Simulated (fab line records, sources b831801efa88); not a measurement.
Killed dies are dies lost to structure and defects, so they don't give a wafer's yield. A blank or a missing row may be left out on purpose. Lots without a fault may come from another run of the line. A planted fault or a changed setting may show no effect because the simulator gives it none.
A struck lot beside a sound one | flow gf180mcu | 17 steps out of a route of 602
Sound: wafers L553.2, L553.3, L553.4. Struck: wafers L544.1, L544.5, L544.6. The cause comes at the end.
At each step with rows: each side's tool, then ch and its chambers, then its first start. Under that, the readings that differ: sound wafers | struck wafers | difference of the means | sigmas: that difference in standard deviations of wafers without a fault.
alike: readings whose means differ by less than 2 such deviations, and words and numbers that are the same on both sides. not compared: withheld readings, readings that some wafer has no value for, bounds like >300 that may hide the same value, and numbers for which the record gives no deviation and whose values overlap.
The two part at a step that has a row with sigmas, a row that says differs or no value, or rows on one side only. Numbers that don't overlap but have no deviation are shown without sigmas and don't part them. A reading that every wafer of one side lacks parts them only if that side has two wafers or more.

first, 1 step without rows for these wafers: GF_V5_EXPOSE_11 (exposes mask Via5, target cd 260 nm).
GF_V5_PEB_12: peb time 94.44 s.
  sound on litho_track-02 ch 0; struck on litho_track-01 ch 0
  alike: heater_power_total_W, plate_sensor_t_centre_C, plate_sensor_t_edge_C
then, 1 step without rows for these wafers: GF_V5_DEVELOP_13 (develop time 60 s).
GF_V5_CD_MEAS_14: target cd 260 nm.
  sound on cd_sem-01, day 31 23:59; struck on cd_sem-01, day 29 11:31
  alike: cd_nm
GF_V5_OVL_MEAS_15:
  sound on overlay-02, day 32 00:05; struck on overlay-02, day 29 11:38
  alike: V5_OVL
then, 1 step without rows for these wafers: GF_V5_ETCH_16 (etches BARC in N2/H2).
GF_V5_ETCH_17: etches SiO2 in C4F8/O2/Ar, stops on TiN, target depth 855 nm.
  sound on rie_diel-03 ch 0,1,2; struck on rie_diel-03 ch 0,2,3
  alike: oes_product_au
then, 3 steps without rows for these wafers: GF_V5_STRIP_18 (strips in O2/N2); GF_V5_STRIP_19 (strips in post etch residue remover, time 1200 s); GF_V5_CLEAN_20 (cleans in DIW).
GF_V5_SPUTTER_21: material Ti, target thk 15 nm, time 80.02 s.
  sound on pvd_sputter-01, day 32 00:48; struck on pvd_sputter-01, day 29 12:23
  alike: throttle_valve_pct
GF_V5_SPUTTER_22: material TiN, target thk 10 nm, time 40 s.
  sound on pvd_sputter-01, day 32 00:52; struck on pvd_sputter-01, day 29 12:28
  alike: throttle_valve_pct
GF_V5_CVD_23: deposits W, target thk 350 nm, time 104.9 s.
  sound on cvd_w-01 ch 0,1, day 32 00:54; struck on cvd_w-02 ch 0,1, day 29 12:30
  reading                          | sound             | struck            | difference | sigmas
  chamber_pressure_Torr (Torr)     | 40.07 40.02 40.01 | 35.51 35.56 35.58 | -4.48      | -56
  model.W_of_V5_CVD_23.thk_nm (nm) | 347.3 356.7 353.7 | 337.1 335.2 335.6 | -16.6      |
  alike: heater_power_w
GF_V5_RS_MEAS_24: measures by four-point-probe.
  sound on film_metro-02, day 32 01:02; struck on film_metro-01, day 29 12:37
  reading          | sound             | struck            | difference | sigmas
  V5_W_RS (ohm/sq) | 0.331 0.321 0.325 | 0.340 0.341 0.341 | +0.015     | +5
GF_V5_THK_MEAS_25: measures by xrf.
  sound on film_metro-02, day 32 01:08; struck on film_metro-01, day 29 12:44
  reading       | sound       | struck      | difference | sigmas
  V5_W_THK (nm) | 346 356 351 | 331 330 332 | -20        | -5
GF_V5_CMP_26: polishes, stops on SiO2, t overpolish 15 s, target thk 0 nm.
  sound on cmp-01 ch 0,1,2, day 32 01:14; struck on cmp-02 ch 1,2, day 29 12:47
  alike: motor_current_A, slurry_flow_ml_min
GF_PASSIVATION_PROBE_99:
  the record has rows for the struck wafers here (prober-02, day 31 04:34) and none for the sound ones

WHERE THEY PART
First at GF_V5_CVD_23; last, within this record, at GF_PASSIVATION_PROBE_99.

WHY: what the simulator had put in
Process parameter drift: cvd_w-02, from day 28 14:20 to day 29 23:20, at GF_V5_CVD_23. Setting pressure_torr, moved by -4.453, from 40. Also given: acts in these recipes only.
